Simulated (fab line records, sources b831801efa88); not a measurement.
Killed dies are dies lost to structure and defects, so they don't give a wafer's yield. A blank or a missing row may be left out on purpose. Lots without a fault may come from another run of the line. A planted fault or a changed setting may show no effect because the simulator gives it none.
A struck lot beside a sound one | flow gf180mcu | 43 steps out of a route of 602
Sound: wafers L957.3, L957.4, L957.5. Struck: wafers L971.1, L971.3, L971.4. The cause comes at the end.
At each step with rows: each side's tool, then ch and its chambers, then its first start. Under that, the readings that differ: sound wafers | struck wafers | difference of the means | sigmas: that difference in standard deviations of wafers without a fault.
alike: readings whose means differ by less than 2 such deviations, and words and numbers that are the same on both sides. not compared: withheld readings, readings that some wafer has no value for, bounds like >300 that may hide the same value, and numbers for which the record gives no deviation and whose values overlap.
The two part at a step that has a row with sigmas, a row that says differs or no value, or rows on one side only. Numbers that don't overlap but have no deviation are shown without sigmas and don't part them. A reading that every wafer of one side lacks parts them only if that side has two wafers or more.

first, 2 steps without rows for these wafers: GF_V5_STRIP_19 (strips in post etch residue remover, time 1200 s); GF_V5_CLEAN_20 (cleans in DIW).
GF_V5_SPUTTER_21: material Ti, target thk 15 nm, time 80.02 s.
  sound on pvd_sputter-03, day 29 03:16; struck on pvd_sputter-04, day 32 21:12
  alike: throttle_valve_pct
then, 2 steps without rows for these wafers: GF_V5_SPUTTER_22 (material TiN, target thk 10 nm, time 40 s); GF_V5_CVD_23 (deposits W, target thk 350 nm, time 104.9 s).
GF_V5_RS_MEAS_24: measures by four-point-probe.
  sound on film_metro-04, day 29 03:31; struck on film_metro-02, day 32 21:25
  alike: V5_W_RS
GF_V5_THK_MEAS_25: measures by xrf.
  sound on film_metro-04, day 29 03:37; struck on film_metro-02, day 32 21:32
  alike: V5_W_THK
GF_V5_CMP_26: polishes, stops on SiO2, t overpolish 15 s, target thk 0 nm.
  sound on cmp-01 ch 0,1,3, day 29 03:46; struck on cmp-02 ch 0,1,2, day 32 21:35
  reading                | sound    | struck   | difference | sigmas
  time_to_endpoint_s (s) | 78 81 81 | 95 89 91 | +12        | +3
  alike: motor_current_A, overpolish_run_s, platen_rpm
then, 1 step without rows for these wafers: GF_TOP_METAL_SPUTTER_00 (material Ti, target thk 37.5 nm, time 143.7 s).
GF_TOP_METAL_SPUTTER_01: material TiN, target thk 30 nm, time 25 s.
  sound on pvd_sputter-01, day 29 04:04; struck on pvd_sputter-01, day 32 21:59
  alike: throttle_valve_pct
then, 2 steps without rows for these wafers: GF_TOP_METAL_SPUTTER_02 (material AlCu, target thk 900 nm, time 47.82 s); GF_TOP_METAL_SPUTTER_03 (material Ti, target thk 5 nm, time 3.3 s).
GF_TOP_METAL_SPUTTER_04: material TiN, target thk 25 nm, time 20.8 s.
  sound on pvd_sputter-01, day 29 04:09; struck on pvd_sputter-01, day 32 22:05
  alike: throttle_valve_pct
GF_TOP_METAL_RS_MEAS_05: measures by four-point-probe.
  sound on film_metro-04, day 29 04:13; struck on film_metro-01, day 32 22:07
  alike: TOP_METAL_ALCU_RS
GF_TOP_METAL_THK_MEAS_06: measures by xrf.
  sound on film_metro-04, day 29 04:19; struck on film_metro-01, day 32 22:14
  alike: TOP_METAL_ALCU_THK
then, 7 steps without rows for these wafers: GF_TOP_METAL_DEHYDRATE_07 (time 60 s); GF_TOP_METAL_HMDS_08 (prime time 60 s); GF_TOP_METAL_COAT_09 (resist thk 1500 nm); GF_TOP_METAL_SOFTBAKE_10 (time 60 s); GF_TOP_METAL_EXPOSE_11 (exposes mask MetalTop, target cd 440 nm); GF_TOP_METAL_PEB_12; GF_TOP_METAL_DEVELOP_13 (develop time 60 s).
GF_TOP_METAL_CD_MEAS_14: target cd 440 nm.
  sound on cd_sem-01, day 29 23:23; struck on cd_sem-01, day 33 14:08
  alike: cd_nm
GF_TOP_METAL_OVL_MEAS_15:
  sound on overlay-01, day 29 23:29; struck on overlay-01, day 33 14:15
  alike: TOP_METAL_OVL
then, 4 steps without rows for these wafers: GF_TOP_METAL_METAL_ETCH_16 (etches the open film in Cl2/BCl3, stops on SiO2, target depth 1197 nm, time 204.9 s); GF_TOP_METAL_STRIP_17 (strips in O2/N2); GF_TOP_METAL_STRIP_18 (strips in post etch residue remover, time 1200 s); GF_TOP_METAL_CLEAN_19 (cleans in DIW).
GF_PASSIVATION_CVD_00: deposits SiO2 from TEOS, target thk 1000 nm, time 111.95 s.
  sound on pecvd-01 ch 0,1, day 30 00:14; struck on pecvd-03 ch 0,2, day 33 15:13
  alike: heater_power_w
GF_PASSIVATION_THK_MEAS_01:
  sound on film_metro-01, day 30 00:20; struck on film_metro-02, day 33 15:17
  alike: PASSIVATION_CVD_00_THK
GF_PASSIVATION_CVD_02: deposits Si3N4, target thk 700 nm, time 486.18 s.
  sound on pecvd-03 ch 0,1, day 30 00:23; struck on pecvd-01 ch 0,1, day 33 15:21
  alike: heater_power_w
GF_PASSIVATION_THK_MEAS_03:
  sound on film_metro-01, day 30 00:41; struck on film_metro-01, day 33 15:38
  alike: PASSIVATION_CVD_02_THK
then, 10 steps without rows for these wafers: GF_PASSIVATION_DEHYDRATE_04 (time 60 s); GF_PASSIVATION_HMDS_05 (prime time 60 s); GF_PASSIVATION_COAT_06 (resist thk 4000 nm); GF_PASSIVATION_SOFTBAKE_07; GF_PASSIVATION_EXPOSE_08 (exposes mask Pad, target cd 40000 nm); GF_PASSIVATION_PEB_09; GF_PASSIVATION_DEVELOP_10 (develop time 60 s); GF_PASSIVATION_ETCH_11 (etches the open film in CF4/O2, stops on TiN, target depth 2040 nm, time 453.3 s); GF_PASSIVATION_STRIP_12 (strips in O2/N2); GF_PASSIVATION_ANNEAL_13 (time 1800 s).
GF_PASSIVATION_PROBE_99:
  the record has rows for the struck wafers here (prober-01, day 34 08:25) and none for the sound ones

WHERE THEY PART
First at GF_V5_CMP_26; last, within this record, at GF_PASSIVATION_PROBE_99.

WHY: what the simulator had put in
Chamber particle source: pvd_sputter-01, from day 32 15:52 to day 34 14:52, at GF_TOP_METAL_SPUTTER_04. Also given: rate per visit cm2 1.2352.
